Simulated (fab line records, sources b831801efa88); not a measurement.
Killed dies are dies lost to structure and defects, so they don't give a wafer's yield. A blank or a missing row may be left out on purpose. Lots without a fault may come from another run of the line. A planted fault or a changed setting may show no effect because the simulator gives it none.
A struck lot beside a sound one | flow sky130 | 15 steps out of a route of 708
Sound: wafers L246.1, L246.5, L246.6. Struck: wafers L252.1, L252.2, L252.5. The cause comes at the end.
At each step with rows: each side's tool, then ch and its chambers, then its first start. Under that, the readings that differ: sound wafers | struck wafers | difference of the means | sigmas: that difference in standard deviations of wafers without a fault.
alike: readings whose means differ by less than 2 such deviations, and words and numbers that are the same on both sides. not compared: withheld readings, readings that some wafer has no value for, bounds like >300 that may hide the same value, and numbers for which the record gives no deviation and whose values overlap.
The two part at a step that has a row with sigmas, a row that says differs or no value, or rows on one side only. Numbers that don't overlap but have no deviation are shown without sigmas and don't part them. A reading that every wafer of one side lacks parts them only if that side has two wafers or more.

SKY_POLY_GATE_CD_MEAS_22:
  sound on cd_sem-01, day 17 07:03; struck on cd_sem-02, day 19 21:38
  alike: cd_nm
then, 7 steps without rows for these wafers: SKY_LDD_N_DEHYDRATE_00 (time 60 s); SKY_LDD_N_HMDS_01 (prime time 60 s); SKY_LDD_N_COAT_02 (resist thk 300 nm); SKY_LDD_N_SOFTBAKE_03 (time 60 s); SKY_LDD_N_EXPOSE_04 (exposes mask NTM, target cd 840 nm); SKY_LDD_N_PEB_05; SKY_LDD_N_DEVELOP_06 (develop time 60 s).
SKY_LDD_N_OVL_MEAS_07:
  sound on overlay-01, day 18 11:44; struck on overlay-01, day 21 03:56
  alike: LDD_N_OVL
then, 3 steps without rows for these wafers: SKY_LDD_N_IMPLANT_08; SKY_LDD_N_IMPLANT_09; SKY_LDD_N_IMPLANT_10.
SKY_LDD_N_IMPLANT_11:
  sound on implanter-02 ch 0, day 18 12:13; struck on implanter-01 ch 0, day 21 04:25
  reading            | sound                       | struck                       | difference | sigmas
  dose_ions_cm2      | 7.496e+13 7.5e+13 7.497e+13 | 6.585e+13 6.587e+13 6.58e+13 | -9.137e+12 | -99 or more
  faraday_current_uA | 419 428 430                 | 357 381 364                  | -58        | -6
  alike: beam_on_s
then, 1 step without rows for these wafers: SKY_LDD_N_IMPLANT_12.
-- the record jumps here: 27 days lie between the struck wafers' starts before and after (it left off in module LDD_N and takes up again in module PAD_OPEN, whose first step shown is number 708 of the route) --
SKY_PAD_OPEN_PROBE_99:
  sound on prober-01, day 46 05:09; struck on prober-01, day 48 00:07
  reading                             | sound             | struck            | difference | sigmas
  model.etest.res_pdiff.line_ohm_um   | 1372 1381 1374    | 1343 1357 1316    | -37        |
  model.etest.tip_n.rs_ohm_sq         | 440.1 439.9 439.9 | 452.9 453.2 451.9 | +12.7      |
  model.etest.res_pdiff.width_nm (nm) | 143.6 144.6 144.3 | 146.9 145.9 148.3 | +2.9       |
  model.etest.res_ndiff.width_nm (nm) | 156.2 157.5 157.4 | 159 159.3 160.7   | +3         |
  alike: killed_at_M0_to_M3, killed_at_M4_up, killed_at_contacts, killed_at_front_end, killed_at_other, killed_dies, killed_open, killed_short

WHERE THEY PART
Only at SKY_LDD_N_IMPLANT_11, within this record. Later steps at which nothing parts them and some readings are alike: SKY_PAD_OPEN_PROBE_99.

WHY: what the simulator had put in
Process parameter drift: implanter-01, from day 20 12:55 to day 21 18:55, at SKY_LDD_N_IMPLANT_11. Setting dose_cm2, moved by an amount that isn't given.
